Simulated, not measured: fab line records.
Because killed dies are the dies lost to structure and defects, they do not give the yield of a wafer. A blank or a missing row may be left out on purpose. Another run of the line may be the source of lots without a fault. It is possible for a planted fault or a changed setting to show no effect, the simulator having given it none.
Shared-tool check    flow gf180mcu    Sampled: 13 lots, 39 wafers

== WHAT PROMPTED THE OPENING ==
Of 13 lots, 2 have the reading NSD_RS flagged at GF_PSD_RS_MEAS_14. No-fault wafers: 46.09 ohm/sq, standard deviation 0.072.
Rule: a lot gets a flag if all its wafers with a number sit over 4 standard deviations from that mean, or if no wafer of it has a number. The rest of the lots are taken to be sound.

lot   measured      on            NSD_RS (ohm/sq), wafer by wafer  flag
L320  day 15 11:50  filmMetro-01  46.17 46.03 46.06                
L322  day 16 04:42  filmMetro-02  46.09 45.98 46.00                
L324  day 16 18:21  filmMetro-01  46.04 46.13 46.20                
L326  day 17 12:53  filmMetro-01  46.15 46.04 46.24                
L330  day 19 01:02  filmMetro-01  42.68 42.69 42.61                FLAGGED
L331  day 19 05:50  filmMetro-03  42.69 42.66 42.65                FLAGGED
L332  day 19 15:23  filmMetro-01  46.06 46.04 46.09                
L333  day 20 03:59  filmMetro-02  46.15 46.06 46.13                
L334  day 20 05:23  filmMetro-02  46.03 45.90 46.03                
L336  day 20 22:44  filmMetro-02  46.19 46.15 46.15                
L337  day 21 11:02  filmMetro-03  46.11 46.02 46.07                
L338  day 21 20:00  filmMetro-02  46.20 46.09 46.11                
L340  day 22 05:35  filmMetro-03  46.12 46.24 46.01                
Average over the flagged lots: 42.66 ohm/sq; offset from the usual -3.43 ohm/sq, equal to -48 standard deviations.

== EACH LOT AND THE TOOL IT RAN ON ==
The record holds 1 process step before the reading, out of a route of 602 steps. In each cell: the tool, then ch and the chambers that the sampled wafers went through, then the start.
lot   flag     GF_PSD_RTA_13
L320           rtpAnneal-01 ch 0, day 15 11:45
L322           rtpAnneal-01 ch 0, day 16 04:37
L324           rtpAnneal-02 ch 0, day 16 18:16
L326           rtpAnneal-01 ch 0, day 17 12:47
L330  FLAGGED  rtpAnneal-01 ch 0, day 19 00:58
L331  FLAGGED  rtpAnneal-01 ch 0, day 19 05:44
L332           rtpAnneal-02 ch 0, day 19 15:17
L333           rtpAnneal-02 ch 0, day 20 03:54
L334           rtpAnneal-02 ch 0, day 20 05:17
L336           rtpAnneal-02 ch 0, day 20 22:38
L337           rtpAnneal-02 ch 0, day 21 10:56
L338           rtpAnneal-01 ch 0, day 21 19:55
L340           rtpAnneal-01 ch 0, day 22 05:30
What is done by these steps:
- GF_PSD_RTA_13: time 20 s.
- GF_PSD_RS_MEAS_14: measures by four-point-probe.

== FLAGGED OVER TOTAL, TOOL BY TOOL (the gauges that took the reading come last) ==
step               tool          lots run  flagged  share of the flagged lots  sound lots run after its first flagged lot
GF_PSD_RTA_13      rtpAnneal-01  7         2        all                        2 (L338,L340)
GF_PSD_RTA_13      rtpAnneal-02  6         0        none                       -
GF_PSD_RS_MEAS_14  filmMetro-01  5         1        some                       1 (L332)
GF_PSD_RS_MEAS_14  filmMetro-02  5         0        none                       -
GF_PSD_RS_MEAS_14  filmMetro-03  3         1        some                       2 (L337,L340)

== WHAT THE TABLE ALLOWS ==
All flagged lots share 1 row of the table, namely rtpAnneal-01 at GF_PSD_RTA_13.
- rtpAnneal-01 at GF_PSD_RTA_13: 2 of its 7 lots flagged. Lots that were sound ran on it after the first flagged one (L338, L340); a persistent fault on the entire tool would not allow that. Its own readings lie more than 4 standard deviations out on every wafer of the flagged lots: wafer_temp_C_max.
Not one row of the table ran every flagged lot while running no sound lot after the first.

== WHAT HAD BEEN PUT IN BY THE SIMULATOR ==
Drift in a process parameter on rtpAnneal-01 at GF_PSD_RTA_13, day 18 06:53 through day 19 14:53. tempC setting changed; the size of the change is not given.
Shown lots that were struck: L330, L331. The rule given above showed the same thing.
